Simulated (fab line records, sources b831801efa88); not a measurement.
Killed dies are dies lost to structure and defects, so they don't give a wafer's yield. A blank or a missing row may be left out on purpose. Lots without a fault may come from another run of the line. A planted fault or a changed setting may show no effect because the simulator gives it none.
Chamber matching | flow sky130 | SKY_VIA2_CMP_24 on cmp-01: 3 sister chambers
The step polishes, stops on SiO2, t overpolish 20 s, target thk 0 nm. 3 wafers are shown with their chamber, then 2 later ones without.

WAFERS WITH THEIR CHAMBER
wafer  | chamber | motor_current_A (A)
L258.1 | 0       | 10.6
L266.2 | 3       | 12.2
L266.4 | 1       | 13.2

WAFERS WITHOUT THEIR CHAMBER
wafer  | motor_current_A (A)
L267.4 | 11.8
L270.3 | 13.4

WHICH CHAMBER EACH WENT THROUGH
wafer  | from the rows above | in truth
L267.4 | 3                   | 3
L270.3 | 1                   | 1
Placed correctly: 2 of 2. Can't be placed from these rows: 0. Placed wrongly: 0.
How it was worked out, from the rows above alone: a wafer's distance from a chamber is the root of the sum, over the readings, of the square of ((its reading less the chamber's mean) divided by the reading's scatter). The wafer belongs to the nearest chamber; if the next one is less than 2 further off, it can't be placed. A chamber's mean is the mean of its shown wafers. The scatter: with one shown wafer a chamber, the root of the mean of the squares of how far each hidden wafer lies from its nearest shown one.
